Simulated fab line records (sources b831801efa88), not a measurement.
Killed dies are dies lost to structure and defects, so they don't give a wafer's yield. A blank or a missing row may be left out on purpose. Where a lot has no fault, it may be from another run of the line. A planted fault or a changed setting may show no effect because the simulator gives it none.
Which tool is to blame? + flow gf180mcu + Sampling: 6 lots, 18 wafers, 2 of 602 route steps

== WHAT EACH GAUGE READ, for each wafer ==
GF_HV_LDD_RS_MEAS_53: a four-point-probe measurement.
| lot  | measured     | on           | HV_LDD_RS (ohm/sq) |
|------|--------------|--------------|--------------------|
| L440 | day 13 02:25 | filmMetro-03 | 418.2 417.7 417.6  |
| L443 | day 14 18:20 | filmMetro-04 | 416.5 417.8 415.5  |
| L445 | day 15 04:25 | filmMetro-04 | 417.3 417.7 419.0  |
| L449 | day 16 07:29 | filmMetro-04 | 416.9 416.5 417.3  |
| L451 | day 16 17:08 | filmMetro-01 | 418.1 417.6 418.3  |
| L457 | day 19 02:53 | filmMetro-01 | 421.0 421.1 420.8  |

== TOOL THAT RAN EACH LOT (tool first, then ch and the chambers of the sampled wafers, then the start) ==
| lot  | GF_HV_LDD_IMPLANT_35            |
|------|---------------------------------|
| L440 | implanter-02 ch 0, day 12 06:18 |
| L443 | implanter-01 ch 0, day 13 20:40 |
| L445 | implanter-03 ch 0, day 14 06:11 |
| L449 | implanter-02 ch 0, day 15 08:20 |
| L451 | implanter-02 ch 0, day 15 17:31 |
| L457 | implanter-01 ch 0, day 18 02:11 |
- GF_HV_LDD_IMPLANT_35

== THE ANSWER, worked out from the rows above alone ==
Rule: the lots themselves supply what counts as usual. The widest of any qualifying gaps counts: lots, ordered by their means at a reading, are off when they make up no more than a third of the lots, leave a main group of 4 or more, and stand apart from it by 3 or more times the standard deviation of that group's means. A main group whose means are all the same, to the digits that the tables above print for the reading, isn't used. Also off: a lot with no number at a reading for which 4 or more lots have one. Any other lot the step has rows for is counted as sound.
Off: L457, at GF_HV_LDD_RS_MEAS_53 (HV_LDD_RS). Main group: mean 417.5 ohm/sq, sd 0.6.
If a tool, at a process step before that reading, ran all the lots that are off and no sound lot after the first of them, it fits. Those tools and the gauges at GF_HV_LDD_RS_MEAS_53 are tried in the same way. 2 tools fit, implanter-01 at GF_HV_LDD_IMPLANT_35 and filmMetro-01 at GF_HV_LDD_RS_MEAS_53, so this cannot tell which one it is.

== WHAT THE SIMULATOR HAD INSERTED ==
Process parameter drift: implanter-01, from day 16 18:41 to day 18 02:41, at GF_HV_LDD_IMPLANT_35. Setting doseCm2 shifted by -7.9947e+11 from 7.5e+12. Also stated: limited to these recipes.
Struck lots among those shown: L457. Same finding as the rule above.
